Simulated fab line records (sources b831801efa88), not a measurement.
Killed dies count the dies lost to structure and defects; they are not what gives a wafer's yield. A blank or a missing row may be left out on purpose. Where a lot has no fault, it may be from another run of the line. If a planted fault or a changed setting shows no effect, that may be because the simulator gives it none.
fab line records ; flow sfqLine ; part 1 of 2: steps 1 to 23 of 33
[record] lots = 5; wafers = 15; lastDay = 83
route steps=325 shown I3@145 M4@148 I4@163 JJ@178
lots that met no fault: from a run of the same line without faults
startH: hours from the record's opening day to when the first of the lot's shown wafers began ; waitH: hours elapsed since this lot's preceding step ; " repeats the value in the row above ; L1.1+2: a single row standing in for several wafers ; - no value, or no start given ; * or withheld: withheld ; < > ~ a bound
route shown NAME@n: NAME is a module with steps in the file, n the number in the route of the first one ; usual: average and standard deviation across the fault-free wafers ; same: alike in all rows ; chamber/n: place in a boat ; sites: the reading at each site ; _std_site: standard deviation of those values ; _edge_site: inner sites' mean taken away from outer sites' mean ; radiusMm: how far each site lies from the wafer's centre ; mask NAME#n: copy n ; behind: tool/chamber where the wafer was last shaped ; hold: cause of the lot's hold/its duration in hours/its outcome ; device: whichever transistor did not switch (one of n, p or np) ; end of line: tests run on the same wafers once the route is complete ; a step without rows: its recipe alone ; killed: not the wafer's yield, but the dies lost to structure and defects at the first sort ; map: a wafer's dies, marking killed ones x, the rest . and places with no die _
set.NAME: the setting that was run; set.NAME@STEP: the one run at that earlier step ; model.NAME: the simulator's own value behind a step, which no gauge read
lots at selected steps of the route; one table per step, one row per wafer
services: a tool's chamber out of use, with start hour (startH, from the record's first day; less than 0 if before it), hours out, and reason
[[steps]]
[step SFQ_TRILAYER_I3_VIA_ETCH_VIA_ETCH_088]
[recipe] target = SiO2; stopOn = Nb; maskMaterial = PR; taperDeg = 20; chemistry = CHF3; targetDepthNm = 260; sourceW = 500; biasW = 80; pressureMtorr = 30; timeS = withheld
[usual] biasW = 79.97/0.23; drypumpMotorCurrentA = 5.8/0.51; oesProductAu = 0.855/0.0054
lot.wafer;tool;chamber;startH;waitH;biasW;drypumpMotorCurrentA;oesProductAu
L082.1;rieDiel-01;1;1101.11;0.0;79.67;5.4;0.855
L082.3;rieDiel-01;2;1101.11;0.0;79.85;6.0;0.848
L082.4;rieDiel-01;3;1101.11;0.0;80.13;6.0;0.854
L084.1;rieDiel-03;1;1109.51;0.0;79.87;6.7;0.859
L084.3;rieDiel-03;3;1109.51;0.0;79.61;5.3;0.850
L084.4;rieDiel-03;0;1109.51;0.0;80.05;5.3;0.851
L086.2;rieDiel-03;2;1132.31;0.0;79.80;5.7;0.853
L086.3;rieDiel-03;3;1132.31;0.0;80.16;5.2;0.860
L086.4;rieDiel-03;1;1132.31;0.0;80.22;6.7;0.853
L089.4;rieDiel-01;3;1158.71;0.0;79.82;5.9;0.854
L089.5;rieDiel-01;3;1158.71;0.0;80.15;6.0;0.858
L089.6;rieDiel-01;0;1158.71;0.0;79.93;6.0;0.844
L097.2;rieDiel-01;3;1260.65;0.0;79.58;5.9;0.858
L097.4;rieDiel-01;0;1260.65;0.0;80.18;6.0;0.847
L097.6;rieDiel-01;3;1260.65;0.0;80.05;6.0;0.845
[step SFQ_TRILAYER_I3_VIA_STRIP_STRIP_089]
[recipe] gas = O2; powerW = 200; platenTempC = 40; overashFraction = 0.65; chemistry = O2; pressureMtorr = 50
[usual] drypumpMotorCurrentA = 5.6/0.33; oesProductAu = 0.991/0.01
lot.wafer;tool;chamber;startH;waitH;drypumpMotorCurrentA;oesProductAu;rfHoursCounterH
L082.1;rieMetal-02;0;1101.22;-;5.6;0.989;140
L082.3;rieMetal-02;1;1101.22;-;5.9;0.996;-
L082.4;rieMetal-02;0;1101.22;-;5.6;0.991;-
L084.1;rieMetal-02;0;1109.62;-;5.6;0.986;140
L084.3;rieMetal-02;0;1109.62;-;5.7;0.984;-
L084.4;rieMetal-02;1;1109.62;-;5.9;0.992;-
L086.2;rieMetal-03;1;1132.42;-;5.7;0.962;116
L086.3;rieMetal-03;1;1132.42;-;5.7;0.961;-
L086.4;rieMetal-03;0;1132.42;-;5.0;0.992;-
L089.4;rieMetal-03;1;1159.02;-;5.7;0.965;-
L089.5;rieMetal-03;0;1159.02;-;5.0;1.002;-
L089.6;rieMetal-03;1;1159.02;-;5.7;0.977;-
L097.2;rieMetal-02;0;1260.77;-;5.6;1.002;17
L097.4;rieMetal-02;0;1260.77;-;5.7;0.988;-
L097.6;rieMetal-02;0;1260.77;-;5.7;0.988;-
[step SFQ_TRILAYER_I3_VIA_STRIP_SOLV_CLEAN_090]
[recipe] chemistry = NMP; tempC = 70; timeS = 600
lot.wafer;tool;chamber;startH;waitH
L082.1+3+4;wetBench-04;7,4,5;1101.82;0.4
L084.1+3+4;wetBench-04;1,7,6;1110.22;0.4
L086.2+3+4;wetBench-02;4,3,2;1133.02;0.4
L089.4+5+6;wetBench-01;6,5,0;1159.42;0.2
L097.2+4+6;wetBench-04;2,6,1;1261.57;0.5
[step SFQ_TRILAYER_M4_DEP_PRE_CLEAN_092]
[recipe] gas = Ar; timeS = 22.5; biasV = 250
lot.wafer;tool;chamber;startH;waitH
L082.1+3+4;pvdSputter-03;-;1102.00;0.0
L084.1+3+4;pvdSputter-05;-;1110.40;0.0
L086.2+3+4;pvdSputter-06;-;1133.20;0.0
L089.4+5+6;pvdSputter-05;-;1159.61;0.0
L097.2+4+6;pvdSputter-05;-;1261.92;0.0
[step SFQ_TRILAYER_M4_DEP_SPUTTER_091]
[recipe] material = Nb; basePressurePa = 1.33e-06; chamberPressurePa = 0.1333; substrateTempC = 20; resputterCathodeVoltageV = 400; targetThkNm = 200; powerW = 2000; timeS = 133.3
[usual] substrateTempC = 19.98/0.11; throttleValvePct = 30.0/1.2
lot.wafer;tool;chamber;startH;waitH;substrateTempC;throttleValvePct
L082.1;pvdSputter-03;-;1102.03;0.0;20.01;31.6
L082.3;pvdSputter-03;-;1102.03;0.0;19.96;28.7
L082.4;pvdSputter-03;-;1102.03;0.0;19.96;28.6
L084.1;pvdSputter-05;-;1110.43;0.0;19.93;30.8
L084.3;pvdSputter-05;-;1110.43;0.0;19.73;31.7
L084.4;pvdSputter-05;-;1110.43;0.0;19.96;28.3
L086.2;pvdSputter-06;-;1133.23;0.0;19.77;30.7
L086.3;pvdSputter-06;-;1133.23;0.0;19.87;29.1
L086.4;pvdSputter-06;-;1133.23;0.0;19.94;29.5
L089.4;pvdSputter-05;-;1159.64;0.0;20.01;30.4
L089.5;pvdSputter-05;-;1159.64;0.0;19.97;31.8
L089.6;pvdSputter-05;-;1159.64;0.0;19.94;30.1
L097.2;pvdSputter-05;-;1261.95;0.0;20.01;31.9
L097.4;pvdSputter-05;-;1261.95;0.0;20.24;29.9
L097.6;pvdSputter-05;-;1261.95;0.0;20.04;31.8
[step SFQ_M4_RS_MEAS_924]
[recipe] thkMeasGauge = four-point-probe; reads = Nb_of_TRILAYER_M4_DEP_SPUTTER_091
[usual] M4_NB_RS = 0.895/0.01
lot.wafer;tool;chamber;startH;waitH;M4_NB_RS[ohm/sq]
L082.1;filmMetro-03;-;1102.12;0.0;0.885
L082.3;filmMetro-03;-;1102.12;0.0;0.879
L082.4;filmMetro-03;-;1102.12;0.0;0.905
L084.1;filmMetro-01;-;1110.52;0.0;0.882
L084.3;filmMetro-01;-;1110.52;0.0;0.882
L084.4;filmMetro-01;-;1110.52;0.0;0.887
L086.2;filmMetro-01;-;1133.34;0.1;0.912
L086.3;filmMetro-01;-;1133.34;0.1;0.890
L086.4;filmMetro-01;-;1133.34;0.1;0.900
L089.4;filmMetro-01;-;1159.79;0.1;0.889
L089.5;filmMetro-01;-;1159.79;0.1;0.899
L089.6;filmMetro-01;-;1159.79;0.1;0.885
L097.2;filmMetro-02;-;1262.06;0.1;0.899
L097.4;filmMetro-02;-;1262.06;0.1;0.900
L097.6;filmMetro-02;-;1262.06;0.1;0.896
[step SFQ_TRILAYER_M4_LITHO_COAT_098]
[recipe] resist = BARC; spinRpm = 3000; resistThkNm = 62
[usual] dispensePressureKPa = 48/3.5; exhaustPa = 45.1/0.85
lot.wafer;tool;chamber;startH;waitH;dispensePressureKPa;exhaustPa
L082.1;lithoTrack-01;0;1102.30;0.1;47;46.4
L082.3;lithoTrack-01;0;1102.30;0.1;47;45.7
L082.4;lithoTrack-01;0;1102.30;0.1;47;45.8
L084.1;lithoTrack-04;0;1110.70;0.1;45;44.7
L084.3;lithoTrack-04;0;1110.70;0.1;45;45.3
L084.4;lithoTrack-04;0;1110.70;0.1;45;44.3
L086.2;lithoTrack-04;0;1133.55;0.1;45;44.7
L086.3;lithoTrack-04;0;1133.55;0.1;45;44.4
L086.4;lithoTrack-04;0;1133.55;0.1;45;44.8
L089.4;lithoTrack-04;0;1160.06;0.2;45;45.1
L089.5;lithoTrack-04;0;1160.06;0.2;45;45.6
L089.6;lithoTrack-04;0;1160.06;0.2;45;45.9
L097.2;lithoTrack-04;0;1262.27;0.1;45;45.6
L097.4;lithoTrack-04;0;1262.27;0.1;45;45.2
L097.6;lithoTrack-04;0;1262.27;0.1;45;44.1
[step SFQ_TRILAYER_M4_LITHO_COAT_093]
[recipe] resist = KrF; spinRpm = 3000; resistThkNm = 600
[usual] dispensePressureKPa = 48/3.5; exhaustPa = 45.0/0.84
lot.wafer;tool;chamber;startH;waitH;dispensePressureKPa;exhaustPa
L082.1;lithoTrack-01;0;1102.60;0.2;47;44.0
L082.3;lithoTrack-01;0;1102.60;0.2;47;45.2
L082.4;lithoTrack-01;0;1102.60;0.2;47;45.0
L084.1;lithoTrack-04;0;1111.00;0.2;45;46.4
L084.3;lithoTrack-04;0;1111.00;0.2;45;44.7
L084.4;lithoTrack-04;0;1111.00;0.2;45;46.7
L086.2;lithoTrack-04;0;1133.85;0.2;45;46.0
L086.3;lithoTrack-04;0;1133.85;0.2;45;45.2
L086.4;lithoTrack-04;0;1133.85;0.2;45;45.7
L089.4;lithoTrack-04;0;1160.36;0.2;45;44.3
L089.5;lithoTrack-04;0;1160.36;0.2;45;43.7
L089.6;lithoTrack-04;0;1160.36;0.2;45;42.9
L097.2;lithoTrack-04;0;1262.57;0.2;45;44.8
L097.4;lithoTrack-04;0;1262.57;0.2;45;44.6
L097.6;lithoTrack-04;0;1262.57;0.2;45;44.9
[step SFQ_TRILAYER_M4_LITHO_SOFTBAKE_097]
[recipe] tempC = withheld; timeS = withheld; resist = KrF
[usual] exhaustPa = 45.1/0.97
lot.wafer;tool;chamber;startH;waitH;exhaustPa
L082.1;lithoTrack-01;0;1102.90;0.2;46.1
L082.3;lithoTrack-01;0;1102.90;0.2;46.5
L082.4;lithoTrack-01;0;1102.90;0.2;45.1
L084.1;lithoTrack-04;0;1111.30;0.2;44.7
L084.3;lithoTrack-04;0;1111.30;0.2;45.8
L084.4;lithoTrack-04;0;1111.30;0.2;45.2
L086.2;lithoTrack-04;0;1134.12;0.2;46.1
L086.3;lithoTrack-04;0;1134.12;0.2;44.8
L086.4;lithoTrack-04;0;1134.12;0.2;45.0
L089.4;lithoTrack-04;0;1160.59;0.2;44.7
L089.5;lithoTrack-04;0;1160.59;0.2;44.5
L089.6;lithoTrack-04;0;1160.59;0.2;45.8
L097.2;lithoTrack-04;0;1262.84;0.2;47.9
L097.4;lithoTrack-04;0;1262.84;0.2;45.2
L097.6;lithoTrack-04;0;1262.84;0.2;46.6
[step SFQ_TRILAYER_M4_LITHO_EXPOSE_094]
[recipe] maskId = M4; na = 0.6; sourceShape = conventional; sigmaOuter = 0.65; targetCdNm = 500; doseMj = 14.4
lot.wafer;tool;chamber;startH;waitH;mask
L082.1+3+4;krfScanner-02;0;1237.58;-;M4#0
L084.1+3+4;krfScanner-01;0;1248.64;-;M4#0
L086.2+3+4;krfScanner-01;0;1263.99;-;M4#0
L089.4+5+6;krfScanner-01;0;1289.59;-;M4#0
L097.2+4+6;krfScanner-01;0;1362.39;-;M4#0
[step SFQ_TRILAYER_M4_LITHO_PEB_096]
[recipe] pebTempC = 115; pebTimeS = 60; resist = KrF
[usual] exhaustPa = 44.9/0.86; heaterPowerTotalW = 79.16/0.067
lot.wafer;tool;chamber;startH;waitH;exhaustPa;heaterPowerTotalW
L082.1;lithoTrack-03;0;1238.78;1.0;46.2;79.15
L082.3;lithoTrack-03;0;1238.78;1.0;45.3;79.13
L082.4;lithoTrack-03;0;1238.78;1.0;44.8;79.13
L084.1;lithoTrack-03;0;1249.84;1.0;45.3;79.07
L084.3;lithoTrack-03;0;1249.84;1.0;44.6;79.21
L084.4;lithoTrack-03;0;1249.84;1.0;46.5;79.23
L086.2;lithoTrack-03;0;1265.02;0.8;46.0;79.07
L086.3;lithoTrack-03;0;1265.02;0.8;44.9;79.08
L086.4;lithoTrack-03;0;1265.02;0.8;45.3;79.12
L089.4;lithoTrack-04;0;1290.27;0.5;44.3;79.02
L089.5;lithoTrack-04;0;1290.27;0.5;44.9;79.21
L089.6;lithoTrack-04;0;1290.27;0.5;45.3;79.10
L097.2;lithoTrack-04;0;1363.42;0.8;44.3;79.23
L097.4;lithoTrack-04;0;1363.42;0.8;43.4;79.02
L097.6;lithoTrack-04;0;1363.42;0.8;44.1;79.12
[step SFQ_TRILAYER_M4_LITHO_DEVELOP_095]
[recipe] timeS = 60; resist = KrF
[usual] exhaustPa = 45.0/0.98
lot.wafer;tool;chamber;startH;waitH;exhaustPa
L082.1;lithoTrack-03;0;1238.93;0.1;46.1
L082.3;lithoTrack-03;0;1238.93;0.1;45.2
L082.4;lithoTrack-03;0;1238.93;0.1;46.2
L084.1;lithoTrack-03;0;1249.99;0.1;46.4
L084.3;lithoTrack-03;0;1249.99;0.1;44.4
L084.4;lithoTrack-03;0;1249.99;0.1;45.9
L086.2;lithoTrack-03;0;1265.17;0.1;44.4
L086.3;lithoTrack-03;0;1265.17;0.1;44.8
L086.4;lithoTrack-03;0;1265.17;0.1;44.4
L089.4;lithoTrack-04;0;1290.42;0.1;44.0
L089.5;lithoTrack-04;0;1290.42;0.1;44.4
L089.6;lithoTrack-04;0;1290.42;0.1;43.9
L097.2;lithoTrack-04;0;1363.57;0.1;44.8
L097.4;lithoTrack-04;0;1363.57;0.1;44.3
L097.6;lithoTrack-04;0;1363.57;0.1;44.2
[step SFQ_M4_OVL_MEAS_926]
[usual] M4_OVL = -6/6.8
lot.wafer;tool;chamber;startH;waitH;M4_OVL[nm]
L082.1;overlay-01;-;1239.08;0.1;-9
L082.3;overlay-01;-;1239.08;0.1;-4
L082.4;overlay-01;-;1239.08;0.1;-9
L084.1;overlay-02;-;1250.14;0.1;-12
L084.3;overlay-02;-;1250.14;0.1;-11
L084.4;overlay-02;-;1250.14;0.1;-16
L086.2;overlay-01;-;1265.30;0.1;-10
L086.3;overlay-01;-;1265.30;0.1;-2
L086.4;overlay-01;-;1265.30;0.1;-10
L089.4;overlay-01;-;1290.51;0.1;-5
L089.5;overlay-01;-;1290.51;0.1;-1
L089.6;overlay-01;-;1290.51;0.1;0
L097.2;overlay-01;-;1363.70;0.1;-2
L097.4;overlay-01;-;1363.70;0.1;-4
L097.6;overlay-01;-;1363.70;0.1;3
[step SFQ_TRILAYER_M4_BARC_OPEN_METAL_ETCH_123]
[recipe] maskMaterial = PR; chemistry = O2; targetDepthNm = 125; target = BARC; icpW = 600; biasW = 80; pressureMtorr = 10; timeS = 41.7
[usual] biasW = 80.07/0.28; drypumpMotorCurrentA = 5.60/0.28; oesProductAu = 0.686/0.0045
lot.wafer;tool;chamber;startH;waitH;biasW;drypumpMotorCurrentA;oesProductAu;rfHoursCounterH
L082.1;rieMetal-02;1;1239.11;0.0;80.17;5.87;0.680;30
L082.3;rieMetal-02;0;1239.11;0.0;79.66;5.63;0.686;-
L082.4;rieMetal-02;1;1239.11;0.0;79.76;5.89;0.687;-
L084.1;rieMetal-01;0;1250.18;0.0;80.18;5.34;0.686;78
L084.3;rieMetal-01;0;1250.18;0.0;79.61;5.32;0.685;-
L084.4;rieMetal-01;1;1250.18;0.0;80.27;6.08;0.690;-
L086.2;rieMetal-02;1;1265.33;0.0;80.55;5.89;0.686;35
L086.3;rieMetal-02;0;1265.33;0.0;79.70;5.66;0.685;-
L086.4;rieMetal-02;1;1265.33;0.0;80.44;5.89;0.685;-
L089.4;rieMetal-02;0;1290.55;0.0;80.24;5.64;0.686;-
L089.5;rieMetal-02;1;1290.55;0.0;80.03;5.89;0.690;-
L089.6;rieMetal-02;0;1290.55;0.0;79.75;5.64;0.691;-
L097.2;rieMetal-02;1;1363.75;0.0;80.08;5.89;0.686;-
L097.4;rieMetal-02;1;1363.75;0.0;79.77;5.89;0.683;-
L097.6;rieMetal-02;1;1363.75;0.0;79.97;5.88;0.684;-
[step SFQ_TRILAYER_M4_ETCH_METAL_ETCH_096]
[recipe] target = Nb; stopOn = SiO2; maskMaterial = PR; chemistry = Cl2/Ar; targetDepthNm = 240; icpW = 600; biasW = 80; pressureMtorr = 10; timeS = 120
[usual] biasW = 80.04/0.21; drypumpMotorCurrentA = 5.60/0.28; oesProductAu = 0.891/0.0071
lot.wafer;tool;chamber;startH;waitH;biasW;drypumpMotorCurrentA;oesProductAu;rfHoursCounterH
L082.1;rieMetal-02;1;1239.17;0.0;80.08;5.89;0.897;31
L082.3;rieMetal-02;0;1239.17;0.0;80.04;5.66;0.901;-
L082.4;rieMetal-02;1;1239.17;0.0;79.79;5.89;0.892;-
L084.1;rieMetal-01;0;1250.24;0.0;79.90;5.32;0.899;78
L084.3;rieMetal-01;0;1250.24;0.0;80.05;5.34;0.904;-
L084.4;rieMetal-01;1;1250.24;0.0;79.58;6.09;0.892;-
L086.2;rieMetal-02;1;1265.41;0.1;80.12;5.87;0.882;35
L086.3;rieMetal-02;0;1265.41;0.1;80.09;5.65;0.891;-
L086.4;rieMetal-02;1;1265.41;0.1;79.87;5.89;0.890;-
L089.4;rieMetal-02;0;1290.63;0.1;79.83;5.67;0.896;-
L089.5;rieMetal-02;1;1290.63;0.1;80.34;5.88;0.884;-
L089.6;rieMetal-02;0;1290.63;0.1;80.19;5.65;0.894;-
L097.2;rieMetal-02;1;1363.89;0.1;80.05;5.91;0.887;-
L097.4;rieMetal-02;1;1363.89;0.1;79.93;5.89;0.892;-
L097.6;rieMetal-02;1;1363.89;0.1;80.26;5.90;0.886;-
[step SFQ_TRILAYER_M4_STRIP_STRIP_097]
[recipe] gas = O2; powerW = 200; platenTempC = 40; overashFraction = 0.65; chemistry = O2; pressureMtorr = 50
[usual] drypumpMotorCurrentA = 5.60/0.28; oesProductAu = 0.994/0.011
lot.wafer;tool;chamber;startH;waitH;drypumpMotorCurrentA;oesProductAu;rfHoursCounterH
L082.1;rieMetal-02;1;1239.30;0.1;5.86;0.994;31
L082.3;rieMetal-02;0;1239.30;0.1;5.65;1.000;-
L082.4;rieMetal-02;1;1239.30;0.1;5.89;0.993;-
L084.1;rieMetal-01;0;1250.37;0.1;5.34;0.982;78
L084.3;rieMetal-01;0;1250.37;0.1;5.33;0.977;-
L084.4;rieMetal-01;1;1250.37;0.1;6.08;0.982;-
L086.2;rieMetal-02;1;1265.58;0.1;5.90;1.001;35
L086.3;rieMetal-02;0;1265.58;0.1;5.65;1.001;-
L086.4;rieMetal-02;1;1265.58;0.1;5.89;0.998;-
L089.4;rieMetal-02;0;1290.92;0.2;5.68;1.002;-
L089.5;rieMetal-02;1;1290.92;0.2;5.89;0.984;-
L089.6;rieMetal-02;0;1290.92;0.2;5.68;0.999;-
L097.2;rieMetal-02;1;1364.30;0.4;5.88;0.976;-
L097.4;rieMetal-02;1;1364.30;0.4;5.87;0.987;-
L097.6;rieMetal-02;1;1364.30;0.4;5.87;0.998;-
[step SFQ_TRILAYER_M4_STRIP_SOLV_CLEAN_098]
[recipe] chemistry = NMP; tempC = 70; timeS = 600
lot.wafer;tool;chamber;startH;waitH
L082.1+3+4;wetBench-01;0,5,1;1239.90;0.4
L084.1+3+4;wetBench-03;1,6,2;1250.97;0.4
L086.2+3+4;wetBench-03;5,2,0;1266.38;0.5
L089.4+5+6;wetBench-03;2,6,1;1291.32;0.2
L097.2+4+6;wetBench-04;6,2,7;1365.30;0.8
[step SFQ_TRILAYER_I4_DEP_PECVD_099]
[recipe] material = SiO2; tempC = 150; timeS = 111.11; pressureTorr = 2.4; rfW = 183.3; precursor = SiH4/N2O; targetThkNm = 500
[usual] heaterPowerW = 82/17; showerheadVppV = 839/31; throttleValvePct = 24.7/1.9
lot.wafer;tool;chamber;startH;waitH;heaterPowerW;showerheadVppV;throttleValvePct
L082.1;pecvd-01;2;1240.07;0.0;79;841;25.0
L082.3;pecvd-01;0;1240.07;0.0;74;802;25.6
L082.4;pecvd-01;2;1240.07;0.0;65;831;25.1
L084.1;pecvd-03;0;1251.14;0.0;109;841;25.0
L084.3;pecvd-03;1;1251.14;0.0;68;873;28.0
L084.4;pecvd-03;2;1251.14;0.0;76;802;23.0
L086.2;pecvd-01;2;1266.55;0.0;70;836;25.1
L086.3;pecvd-01;1;1266.55;0.0;111;839;27.3
L086.4;pecvd-01;2;1266.55;0.0;72;825;25.1
L089.4;pecvd-02;0;1291.53;0.0;79;873;23.3
L089.5;pecvd-02;2;1291.53;0.0;62;814;23.4
L089.6;pecvd-02;1;1291.53;0.0;96;870;22.0
L097.2;pecvd-01;1;1365.48;0.0;104;832;27.7
L097.4;pecvd-01;2;1365.48;0.0;77;829;25.5
L097.6;pecvd-01;1;1365.48;0.0;108;834;27.9
[step SFQ_TRILAYER_I4_CMP_CMP_100]
[recipe] material = SiO2; downForcePsi = 3; platenRpm = 60; padVelocityMS = 0.94248
[usual] motorCurrentA = 9.5/0.87; platenRpm = 59.99/0.037; timeToEndpointS = 214/9
lot.wafer;tool;chamber;startH;waitH;motorCurrentA;platenRpm;timeToEndpointS
L082.1;cmp-01;2;1242.90;2.8;10.0;59.96;210
L082.4;cmp-01;3;1242.90;2.8;10.7;59.99;225
L082.3;cmp-01;0;1242.90;2.8;9.8;60.00;208
L084.3;cmp-02;3;1251.22;0.0;9.8;60.02;197
L084.4;cmp-02;1;1252.22;1.0;9.5;59.98;212
L084.1;cmp-02;2;1252.22;1.0;8.0;59.94;202
L086.4;cmp-01;2;1267.42;0.8;9.7;59.98;223
L086.2;cmp-01;3;1267.42;0.8;10.9;60.02;224
L086.3;cmp-01;0;1267.42;0.8;9.9;59.96;213
L089.4;cmp-02;1;1301.52;10.0;9.8;59.99;223
L089.6;cmp-02;0;1303.02;11.5;8.9;60.01;224
L089.5;cmp-02;1;1303.02;11.5;10.7;60.00;222
L097.2;cmp-01;2;1401.20;35.7;9.7;60.08;200
L097.4;cmp-01;3;1401.20;35.7;11.4;59.93;215
L097.6;cmp-01;0;1401.20;35.7;9.8;60.01;209
[step SFQ_I4_BOW_MEAS_927]
[recipe] mode = bow
[usual] I4_BOW = 6/11
lot.wafer;tool;chamber;startH;waitH;I4_BOW[um]
L082.1;filmMetro-03;-;1245.40;2.0;25
L082.3;filmMetro-03;-;1245.40;2.0;14
L082.4;filmMetro-03;-;1245.40;2.0;15
L084.1;filmMetro-04;-;1254.22;1.0;8
L084.3;filmMetro-04;-;1254.22;1.0;6
L084.4;filmMetro-04;-;1254.22;1.0;8
L086.2;filmMetro-01;-;1270.44;2.0;3
L086.3;filmMetro-01;-;1270.44;2.0;7
L086.4;filmMetro-01;-;1270.44;2.0;-4
L089.4;filmMetro-03;-;1304.08;2.1;0
L089.5;filmMetro-03;-;1304.08;2.1;12
L089.6;filmMetro-03;-;1304.08;2.1;13
L097.2;filmMetro-04;-;1403.22;1.5;8
L097.4;filmMetro-04;-;1403.22;1.5;4
L097.6;filmMetro-04;-;1403.22;1.5;10
[step SFQ_TRILAYER_I4_METRO_MEASURE_101]
[usual] thkNm = 199.8/1.2
lot.wafer;tool;chamber;startH;waitH;thkNm
L082.1;filmMetro-03;-;1245.52;0.1;198.0
L082.3;filmMetro-03;-;1245.52;0.1;199.1
L082.4;filmMetro-03;-;1245.52;0.1;200.9
L084.1;filmMetro-04;-;1254.34;0.1;200.5
L084.3;filmMetro-04;-;1254.34;0.1;199.0
L084.4;filmMetro-04;-;1254.34;0.1;200.3
L086.2;filmMetro-01;-;1270.74;0.3;200.9
L086.3;filmMetro-01;-;1270.74;0.3;200.2
L086.4;filmMetro-01;-;1270.74;0.3;199.4
L089.4;filmMetro-03;-;1304.74;0.6;197.5
L089.5;filmMetro-03;-;1304.74;0.6;198.8
L089.6;filmMetro-03;-;1304.74;0.6;199.0
L097.2;filmMetro-04;-;1403.52;0.3;198.9
L097.4;filmMetro-04;-;1403.52;0.3;199.5
L097.6;filmMetro-04;-;1403.52;0.3;199.1
[step SFQ_TRILAYER_I4_VIA_LITHO_COAT_108]
[recipe] resist = BARC; spinRpm = 3000; resistThkNm = 62
[usual] dispensePressureKPa = 49/3.6; exhaustPa = 44.8/0.98
lot.wafer;tool;chamber;startH;waitH;dispensePressureKPa;exhaustPa
L082.1;lithoTrack-02;0;1246.72;1.0;53;44.7
L082.3;lithoTrack-02;0;1246.72;1.0;53;44.9
L082.4;lithoTrack-02;0;1246.72;1.0;53;45.0
L084.1;lithoTrack-02;0;1255.54;1.0;53;46.1
L084.3;lithoTrack-02;0;1255.54;1.0;53;44.8
L084.4;lithoTrack-02;0;1255.54;1.0;53;44.7
L086.2;lithoTrack-02;0;1271.79;0.8;53;44.2
L086.3;lithoTrack-02;0;1271.79;0.8;53;45.0
L086.4;lithoTrack-02;0;1271.79;0.8;53;43.9
L089.4;lithoTrack-01;0;1305.49;0.6;47;46.0
L089.5;lithoTrack-01;0;1305.49;0.6;47;46.3
L089.6;lithoTrack-01;0;1305.49;0.6;47;45.5
L097.2;lithoTrack-01;0;1404.57;0.8;47;45.8
L097.4;lithoTrack-01;0;1404.57;0.8;47;45.6
L097.6;lithoTrack-01;0;1404.57;0.8;47;44.4
[step SFQ_TRILAYER_I4_VIA_LITHO_COAT_103]
[recipe] resist = KrF; spinRpm = 3000; resistThkNm = 650
[usual] dispensePressureKPa = 49/3.6; exhaustPa = 45.1/0.86
lot.wafer;tool;chamber;startH;waitH;dispensePressureKPa;exhaustPa
L082.1;lithoTrack-02;0;1247.02;0.2;53;44.9
L082.3;lithoTrack-02;0;1247.02;0.2;53;45.0
L082.4;lithoTrack-02;0;1247.02;0.2;53;45.9
L084.1;lithoTrack-02;0;1255.84;0.2;53;44.8
L084.3;lithoTrack-02;0;1255.84;0.2;53;44.8
L084.4;lithoTrack-02;0;1255.84;0.2;53;44.1
L086.2;lithoTrack-02;0;1272.09;0.2;53;43.9
L086.3;lithoTrack-02;0;1272.09;0.2;53;45.5
L086.4;lithoTrack-02;0;1272.09;0.2;53;43.1
L089.4;lithoTrack-01;0;1305.79;0.2;47;44.6
L089.5;lithoTrack-01;0;1305.79;0.2;47;45.9
L089.6;lithoTrack-01;0;1305.79;0.2;47;44.8
L097.2;lithoTrack-01;0;1404.87;0.2;47;46.0
L097.4;lithoTrack-01;0;1404.87;0.2;47;45.0
L097.6;lithoTrack-01;0;1404.87;0.2;47;45.2
